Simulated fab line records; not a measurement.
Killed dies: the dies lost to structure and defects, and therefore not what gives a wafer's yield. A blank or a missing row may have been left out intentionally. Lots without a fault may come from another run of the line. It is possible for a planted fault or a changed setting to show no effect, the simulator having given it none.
fab line records -- flow gf180mcu
record: lots: 12, wafers: 36, last_day: 34
route steps=602 shown STI@23 VT_IMPLANT@130 HV_LDD@196
lots with no fault: from the same line, run without faults
start_h: the number of hours between the record's first day and the start of the first shown wafer of the lot -- wait_h: hours elapsed since this lot's preceding step -- " identical to the entry in the row above -- L1.1+2: several wafers, shown together as one row -- - value missing, or start not given -- * or withheld: withheld -- < > ~ a bound
route shown NAME@n: names a module that has steps shown in the file, with the first one's number in the route -- usual: mean/standard deviation taken from wafers without a fault -- same: alike in all rows -- chamber/n: place in a boat -- sites: readings site by site -- _std_site: their standard deviation -- _edge_site: the outer-site mean with the inner-site mean subtracted -- radius_mm: how far each site lies from the wafer's centre -- mask NAME#n: copy n -- behind: tool/chamber where the wafer was last shaped -- hold: the reason the lot was held/the length of the hold in hours/how it ended -- device: the n, p or np transistor that did not switch -- end of line: at the end of the route, the tests of the same wafers -- a step without rows: its recipe alone -- killed: dies lost to structure and defects at the first sort, not the wafer's yield -- map: a wafer's dies, marking killed ones x, the rest . and places with no die _
set.NAME: the setting as run; set.NAME@STEP: as run at that earlier step -- model.NAME: the simulator's own value behind a step, which no gauge read
one table for each step of the route and one row for each wafer, over a sample of lots
services: when a tool's chamber went out of use (start_h, in hours from the record's first day, below 0 if earlier), for how many hours, and the reason
== steps ==
step: GF_STI_THK_MEAS_22
recipe: reads: SiO2_of_STI_OXIDATION_21
usual: STI_OXIDATION_01_THK: 14.93/0.24
lot.wafer,tool,chamber,start_h,wait_h,STI_OXIDATION_01_THK[nm]
L695.1,film_metro-02,-,37.64,0.0,15.17
L695.2,film_metro-02,-,37.64,0.0,15.16
L695.6,film_metro-02,-,37.64,0.0,15.24
L697.1,film_metro-03,-,47.29,0.0,14.76
L697.5,film_metro-03,-,47.29,0.0,14.84
L697.6,film_metro-03,-,47.29,0.0,14.89
L698.2,film_metro-03,-,52.06,0.0,15.07
L698.3,film_metro-03,-,52.06,0.0,15.02
L698.5,film_metro-03,-,52.06,0.0,15.13
L702.3,film_metro-01,-,73.21,0.0,14.56
L702.5,film_metro-01,-,73.21,0.0,14.43
L702.6,film_metro-01,-,73.21,0.0,14.54
L707.2,film_metro-01,-,99.93,0.0,14.61
L707.3,film_metro-01,-,99.93,0.0,14.86
L707.6,film_metro-01,-,99.93,0.0,14.90
L708.1,film_metro-03,-,105.89,0.0,14.65
L708.2,film_metro-03,-,105.89,0.0,14.97
L708.5,film_metro-03,-,105.89,0.0,14.67
L709.1,film_metro-01,-,110.25,0.0,14.73
L709.2,film_metro-01,-,110.25,0.0,14.61
L709.3,film_metro-01,-,110.25,0.0,14.89
L710.2,film_metro-03,-,115.01,0.0,14.97
L710.3,film_metro-03,-,115.01,0.0,14.73
L710.6,film_metro-03,-,115.01,0.0,15.09
L711.1,film_metro-01,-,120.55,0.0,14.84
L711.2,film_metro-01,-,120.55,0.0,14.66
L711.5,film_metro-01,-,120.55,0.0,14.57
L713.2,film_metro-01,-,130.31,0.0,14.64
L713.3,film_metro-01,-,130.31,0.0,14.65
L713.5,film_metro-01,-,130.31,0.0,15.10
L715.3,film_metro-03,-,140.75,0.0,15.04
L715.4,film_metro-03,-,140.75,0.0,15.15
L715.6,film_metro-03,-,140.75,0.0,14.96
L716.4,film_metro-03,-,147.20,0.0,15.10
L716.5,film_metro-03,-,147.20,0.0,15.14
L716.6,film_metro-03,-,147.20,0.0,15.36
step: GF_VT_IMPLANT_OVL_MEAS_40
usual: VT_IMPLANT_03_OVL: 0.2/1.4
lot.wafer,tool,chamber,start_h,wait_h,VT_IMPLANT_03_OVL[nm]
L695.1,overlay-01,-,167.49,0.1,1.6
L695.2,overlay-01,-,167.49,0.1,0.3
L695.6,overlay-01,-,167.49,0.1,2.1
L697.1,overlay-02,-,181.74,0.1,2.2
L697.5,overlay-02,-,181.74,0.1,0.3
L697.6,overlay-02,-,181.74,0.1,-0.1
L698.2,overlay-01,-,186.53,0.1,-0.8
L698.3,overlay-01,-,186.53,0.1,-1.6
L698.5,overlay-01,-,186.53,0.1,-1.8
L702.3,overlay-02,-,215.82,0.1,-0.1
L702.5,overlay-02,-,215.82,0.1,0.9
L702.6,overlay-02,-,215.82,0.1,-0.4
L707.2,overlay-01,-,254.17,0.1,-0.4
L707.3,overlay-01,-,254.17,0.1,-1.2
L707.6,overlay-01,-,254.17,0.1,0.2
L708.1,overlay-02,-,257.74,0.1,-1.9
L708.2,overlay-02,-,257.74,0.1,0.6
L708.5,overlay-02,-,257.74,0.1,-1.6
L709.1,overlay-01,-,264.26,0.1,-0.7
L709.2,overlay-01,-,264.26,0.1,0.5
L709.3,overlay-01,-,264.26,0.1,0.1
L710.2,overlay-02,-,268.54,0.1,0.7
L710.3,overlay-02,-,268.54,0.1,-1.6
L710.6,overlay-02,-,268.54,0.1,-0.7
L711.1,overlay-02,-,278.32,0.1,0.3
L711.2,overlay-02,-,278.32,0.1,0.0
L711.5,overlay-02,-,278.32,0.1,0.4
L713.2,overlay-02,-,289.96,0.1,-0.6
L713.3,overlay-02,-,289.96,0.1,-2.4
L713.5,overlay-02,-,289.96,0.1,-2.7
L715.3,overlay-01,-,302.60,0.1,0.2
L715.4,overlay-01,-,302.60,0.1,0.8
L715.6,overlay-01,-,302.60,0.1,0.9
L716.4,overlay-01,-,311.60,0.1,1.0
L716.5,overlay-01,-,311.60,0.1,-0.6
L716.6,overlay-01,-,311.60,0.1,1.6
step: GF_HV_LDD_OVL_MEAS_20
usual: HV_LDD_01_OVL: -1.2/1.6
lot.wafer,tool,chamber,start_h,wait_h,HV_LDD_01_OVL[nm]
L695.1,overlay-02,-,247.91,0.1,-1.7
L695.2,overlay-02,-,247.91,0.1,-1.3
L695.6,overlay-02,-,247.91,0.1,-0.4
L697.1,overlay-02,-,265.88,0.1,-1.6
L697.5,overlay-02,-,265.88,0.1,-0.2
L697.6,overlay-02,-,265.88,0.1,0.0
L698.2,overlay-02,-,266.62,0.1,-2.1
L698.3,overlay-02,-,266.62,0.1,-1.5
L698.5,overlay-02,-,266.62,0.1,-2.8
L702.3,overlay-01,-,299.85,0.1,-2.2
L702.5,overlay-01,-,299.85,0.1,0.2
L702.6,overlay-01,-,299.85,0.1,-3.6
L707.2,overlay-02,-,342.95,0.1,-2.2
L707.3,overlay-02,-,342.95,0.1,-3.4
L707.6,overlay-02,-,342.95,0.1,-3.3
L708.1,overlay-02,-,346.53,0.1,-0.4
L708.2,overlay-02,-,346.53,0.1,1.0
L708.5,overlay-02,-,346.53,0.1,1.4
L709.1,overlay-01,-,354.51,0.1,-0.1
L709.2,overlay-01,-,354.51,0.1,-0.5
L709.3,overlay-01,-,354.51,0.1,-2.1
L710.2,overlay-02,-,358.12,0.1,-4.7
L710.3,overlay-02,-,358.12,0.1,-5.1
L710.6,overlay-02,-,358.12,0.1,-4.6
L711.1,overlay-02,-,369.78,0.1,-1.7
L711.2,overlay-02,-,369.78,0.1,-1.4
L711.5,overlay-02,-,369.78,0.1,-3.1
L713.2,overlay-01,-,383.42,0.1,0.3
L713.3,overlay-01,-,383.42,0.1,0.3
L713.5,overlay-01,-,383.42,0.1,0.1
L715.3,overlay-02,-,400.02,0.1,-0.7
L715.4,overlay-02,-,400.02,0.1,-1.0
L715.6,overlay-02,-,400.02,0.1,-0.8
L716.4,overlay-02,-,409.76,0.1,0.2
L716.5,overlay-02,-,409.76,0.1,-0.7
L716.6,overlay-02,-,409.76,0.1,-0.5
step: GF_HV_LDD_CVD_56
recipe: material: Si3N4, precursor: DCS/NH3, target_thk_nm: 90, temp_c: 770, time_s: 1543, pressure_mtorr: 250
usual: spike_tc_centre_C: 771.1/1.2, spike_tc_lower_C: 770.0/1.1, spike_tc_upper_C: 768.9/0.96, zone_power_centre_pct: 12.2/0.92, zone_power_top_pct: 26.6/1.5, zone_power_upper_pct: 13.4/0.89
same: time_s: 1543
lot.wafer,tool,chamber,start_h,wait_h,spike_tc_centre_C,spike_tc_lower_C,spike_tc_upper_C,zone_power_centre_pct,zone_power_top_pct,zone_power_upper_pct
L695.1,lpcvd-01,1,289.46,0.1,771.0,772.4,768.0,12.8,27.1,11.9
L695.2,lpcvd-01,1,289.46,0.1,771.0,770.9,769.3,12.9,27.0,12.0
L695.6,lpcvd-01,1,289.46,0.1,771.1,770.2,771.2,12.6,27.2,12.1
L697.1,lpcvd-02,1,308.96,0.2,749.8,774.2,772.1,7.1,27.5,17.5
L697.5,lpcvd-02,1,308.96,0.2,751.4,775.0,771.5,7.1,27.9,17.6
L697.6,lpcvd-02,1,308.96,0.2,750.4,772.9,771.7,7.1,27.9,17.5
L698.2,lpcvd-02,1,310.39,0.6,748.9,774.2,771.4,7.1,27.7,17.5
L698.3,lpcvd-02,1,310.39,0.6,748.2,774.6,770.6,7.2,28.0,17.5
L698.5,lpcvd-02,1,310.39,0.6,751.0,772.3,771.6,7.1,27.6,17.5
L702.3,lpcvd-01,1,344.31,0.0,769.4,770.8,767.6,12.7,27.3,11.9
L702.5,lpcvd-01,1,344.31,0.0,773.0,772.3,768.2,12.9,27.3,11.8
L702.6,lpcvd-01,1,344.31,0.0,770.4,768.9,768.4,12.9,27.0,12.1
L707.2,lpcvd-01,0,390.06,0.0,773.2,770.5,768.0,13.3,25.0,13.8
L707.3,lpcvd-01,0,390.06,0.0,772.2,769.9,768.6,13.3,25.6,14.0
L707.6,lpcvd-01,0,390.06,0.0,770.8,769.8,770.9,13.3,25.6,13.6
L708.1,lpcvd-01,0,394.90,0.1,772.4,771.8,767.6,13.3,25.1,13.8
L708.2,lpcvd-01,0,394.90,0.1,774.0,769.5,767.6,13.2,25.2,13.4
L708.5,lpcvd-01,0,394.90,0.1,773.5,770.0,767.5,13.3,25.0,13.7
L709.1,lpcvd-01,0,403.05,0.1,771.8,770.5,769.3,13.0,25.0,13.8
L709.2,lpcvd-01,0,403.05,0.1,772.1,769.3,768.2,13.3,25.0,13.4
L709.3,lpcvd-01,0,403.05,0.1,773.5,769.0,767.5,13.3,25.6,13.7
L710.2,lpcvd-02,0,405.99,0.0,769.2,769.1,768.4,10.6,25.2,13.2
L710.3,lpcvd-02,0,405.99,0.0,771.1,769.4,768.4,10.6,25.1,13.1
L710.6,lpcvd-02,0,405.99,0.0,769.7,770.7,769.2,10.6,25.3,13.0
L711.1,lpcvd-02,1,418.65,0.1,769.1,770.7,769.2,12.0,28.1,14.4
L711.2,lpcvd-02,1,418.65,0.1,770.7,770.1,768.3,12.3,27.8,14.5
L711.5,lpcvd-02,1,418.65,0.1,771.1,770.4,768.3,12.3,28.4,14.5
L713.2,lpcvd-02,1,433.67,0.0,771.5,770.0,769.1,12.2,28.2,14.3
L713.3,lpcvd-02,1,433.67,0.0,772.6,770.1,769.9,12.1,28.7,14.1
L713.5,lpcvd-02,1,433.67,0.0,768.9,770.5,769.8,12.0,28.0,14.3
L715.3,lpcvd-02,0,451.39,0.0,771.0,769.0,770.6,10.8,25.2,13.2
L715.4,lpcvd-02,0,451.39,0.0,768.9,771.2,769.8,10.8,25.3,13.2
L715.6,lpcvd-02,0,451.39,0.0,770.5,768.5,769.7,10.8,25.4,13.2
L716.4,lpcvd-02,1,460.19,0.0,770.5,769.1,767.7,12.1,28.7,14.0
L716.5,lpcvd-02,1,460.19,0.0,771.3,770.2,768.2,12.5,28.2,14.3
L716.6,lpcvd-02,1,460.19,0.0,771.3,770.1,769.9,12.3,28.1,14.1
step: GF_HV_LDD_THK_MEAS_57
recipe: reads: Si3N4_of_HV_LDD_CVD_56
usual: HV_LDD_CVD_56_THK: 90.1/0.75
lot.wafer,tool,chamber,start_h,wait_h,HV_LDD_CVD_56_THK[nm]
L695.1,film_metro-04,-,290.88,0.0,90.6
L695.2,film_metro-04,-,290.88,0.0,90.6
L695.6,film_metro-04,-,290.88,0.0,91.0
L697.1,film_metro-02,-,310.39,0.0,79.0
L697.5,film_metro-02,-,310.39,0.0,86.1
L697.6,film_metro-02,-,310.39,0.0,87.9
L698.2,film_metro-01,-,311.83,0.0,81.0
L698.3,film_metro-01,-,311.83,0.0,83.8
L698.5,film_metro-01,-,311.83,0.0,86.8
L702.3,film_metro-01,-,345.75,0.0,89.6
L702.5,film_metro-01,-,345.75,0.0,89.2
L702.6,film_metro-01,-,345.75,0.0,89.1
L707.2,film_metro-02,-,391.50,0.0,89.6
L707.3,film_metro-02,-,391.50,0.0,89.5
L707.6,film_metro-02,-,391.50,0.0,89.6
L708.1,film_metro-02,-,397.04,0.0,90.2
L708.2,film_metro-02,-,397.04,0.0,89.8
L708.5,film_metro-02,-,397.04,0.0,89.7
L709.1,film_metro-04,-,404.48,0.0,90.3
L709.2,film_metro-04,-,404.48,0.0,89.8
L709.3,film_metro-04,-,404.48,0.0,89.3
L710.2,film_metro-01,-,407.43,0.0,89.6
L710.3,film_metro-01,-,407.43,0.0,90.5
L710.6,film_metro-01,-,407.43,0.0,90.3
L711.1,film_metro-02,-,420.08,0.0,89.5
L711.2,film_metro-02,-,420.08,0.0,89.3
L711.5,film_metro-02,-,420.08,0.0,88.9
L713.2,film_metro-04,-,435.13,0.0,90.6
L713.3,film_metro-04,-,435.13,0.0,90.4
L713.5,film_metro-04,-,435.13,0.0,90.7
L715.3,film_metro-04,-,453.55,0.0,90.4
L715.4,film_metro-04,-,453.55,0.0,90.8
L715.6,film_metro-04,-,453.55,0.0,90.9
L716.4,film_metro-02,-,461.65,0.0,89.5
L716.5,film_metro-02,-,461.65,0.0,90.1
L716.6,film_metro-02,-,461.65,0.0,90.1
step: GF_HV_LDD_ETCHBACK_58
recipe: chemistry: CH3F/O2, target: Si3N4, stop_on: SiO2, source_w: 400, bias_w: 80, pressure_mtorr: 25, ch3f_flow_sccm: 40, O2_flow_sccm: 30, time_s: 100, target_depth_a: 900
usual: drypump_motor_current_A: 5.9/0.45, oes_product_au: 0.843/0.0058, throttle_valve_pct: 10.560/0.0095
same: time_s: 100
lot.wafer,tool,chamber,start_h,wait_h,drypump_motor_current_A,oes_product_au,rf_hours_counter_h,throttle_valve_pct
L695.1,rie_diel-04,2,290.94,0.1,6.7,0.845,75,10.540
L695.2,rie_diel-04,1,290.94,0.1,5.8,0.847,105,10.564
L695.6,rie_diel-04,3,290.94,0.1,5.1,0.854,-,10.561
L697.1,rie_diel-02,2,310.45,0.1,6.1,0.784,124,10.528
L697.5,rie_diel-02,0,310.45,0.1,5.7,0.823,-,10.556
L697.6,rie_diel-02,3,310.45,0.1,5.7,0.833,-,10.559
L698.2,rie_diel-02,3,311.88,0.0,5.7,0.786,55,10.569
L698.3,rie_diel-02,0,311.88,0.0,5.7,0.809,4,10.557
L698.5,rie_diel-02,3,311.88,0.0,5.7,0.828,-,10.563
L702.3,rie_diel-03,2,345.79,0.0,5.5,0.843,89,10.554
L702.5,rie_diel-03,1,345.79,0.0,6.6,0.841,-,10.578
L702.6,rie_diel-03,2,345.79,0.0,5.4,0.828,-,10.580
L707.2,rie_diel-03,2,391.55,0.0,5.5,0.842,90,10.560
L707.3,rie_diel-03,3,391.55,0.0,5.3,0.839,87,10.568
L707.6,rie_diel-03,1,391.55,0.0,6.6,0.838,-,10.556
L708.1,rie_diel-04,2,397.10,0.1,6.7,0.848,78,10.560
L708.2,rie_diel-04,1,397.10,0.1,5.8,0.846,108,10.550
L708.5,rie_diel-04,1,397.10,0.1,5.8,0.833,-,10.555
L709.1,rie_diel-02,0,404.54,0.1,5.7,0.833,6,10.556
L709.2,rie_diel-02,3,404.54,0.1,5.7,0.844,58,10.556
L709.3,rie_diel-02,2,404.54,0.1,6.2,0.843,1,10.570
L710.2,rie_diel-02,3,407.48,0.0,5.7,0.846,58,10.556
L710.3,rie_diel-02,0,407.48,0.0,5.7,0.842,6,10.561
L710.6,rie_diel-02,0,407.48,0.0,5.7,0.845,-,10.552
L711.1,rie_diel-04,2,420.14,0.1,6.8,0.836,79,10.557
L711.2,rie_diel-04,3,420.14,0.1,5.1,0.841,103,10.569
L711.5,rie_diel-04,1,420.14,0.1,5.8,0.832,-,10.561
L713.2,rie_diel-02,3,435.18,0.0,5.7,0.852,59,10.570
L713.3,rie_diel-02,2,435.18,0.0,6.1,0.845,1,10.569
L713.5,rie_diel-02,2,435.18,0.0,6.1,0.842,-,10.546
L715.3,rie_diel-03,0,453.59,0.0,6.1,0.849,63,10.562
L715.4,rie_diel-03,2,453.59,0.0,5.5,0.841,91,10.565
L715.6,rie_diel-03,1,453.59,0.0,6.6,0.844,-,10.561
L716.4,rie_diel-04,0,461.71,0.1,6.5,0.842,-,10.563
L716.5,rie_diel-04,1,461.71,0.1,5.8,0.842,-,10.560
L716.6,rie_diel-04,2,461.71,0.1,6.7,0.847,-,10.561
== services ==
tool,chamber,start_h,hours,kind
rie_diel-03,0,267.23,22.3,repair
lpcvd-02,-,269.38,0.6,repair
rie_diel-03,2,275.19,2.1,repair
rie_diel-03,3,275.31,3.3,repair
lpcvd-02,-,305.32,1.4,repair
rie_diel-02,1,306.11,-,clean
rie_diel-02,1,306.11,13.8,scheduled_down
rie_diel-02,1,306.11,13.8,vent_cycle
rie_diel-04,-,311.51,1.4,repair
rie_diel-04,0,334.75,11.6,repair
rie_diel-04,0,346.35,-,clean
rie_diel-04,0,346.35,18.1,scheduled_down
rie_diel-04,0,346.35,18.1,vent_cycle
rie_diel-02,2,347.47,9.3,repair
rie_diel-02,2,356.75,-,clean
rie_diel-02,2,356.75,20.1,scheduled_down
rie_diel-02,2,356.75,20.1,vent_cycle
rie_diel-02,3,382.94,6.7,repair
rie_diel-02,0,383.43,3.0,repair
rie_diel-04,1,424.61,-,clean
rie_diel-04,1,424.61,15.7,scheduled_down
rie_diel-03,-,433.73,6.6,repair
lpcvd-01,-,450.40,6.0,pm
rie_diel-02,-,455.52,2.7,repair
== key ==
first_sign: step: GF_HV_LDD_CVD_56, reading: spike_tc_centre_C, direction: down, sigmas: 17, usual: 771.1, struck: 750.0
effect: step: GF_HV_LDD_CVD_56, reading: zone_power_centre_pct, direction: down, sigmas: 5.4, usual: 12.2, struck: 7.1
effect: step: GF_HV_LDD_THK_MEAS_57, reading: HV_LDD_CVD_56_THK, direction: down, sigmas: 7.9, usual: 90.1, struck: 84.1
effect: step: GF_HV_LDD_ETCHBACK_58, reading: oes_product_au, direction: down, sigmas: 5.5, usual: 0.843, struck: 0.810, wafers_moved: 5
met_at GF_HV_LDD_CVD_56
struck_lots L697,L698
struck_wafers L697.1,L697.5,L697.6,L698.2,L698.3,L698.5
tester_left_out L697,L698
not_acting_at GF_STI_THK_MEAS_22,GF_VT_IMPLANT_OVL_MEAS_40,GF_HV_LDD_OVL_MEAS_20
fault: kind: process_parameter_drift, tool: lpcvd-02, chamber: 1, onset_h: 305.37, steps: GF_HV_LDD_CVD_56, channel: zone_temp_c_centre, offset: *, shape: step, end_h: 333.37
tester_left_out: of these lots the tester's yield and bins aren't shown, on N5 and GAA mostly nor the transistor test; their killed dies are dies lost to structure and defects alone, not to doping, threshold or leakage, so they don't give the yield
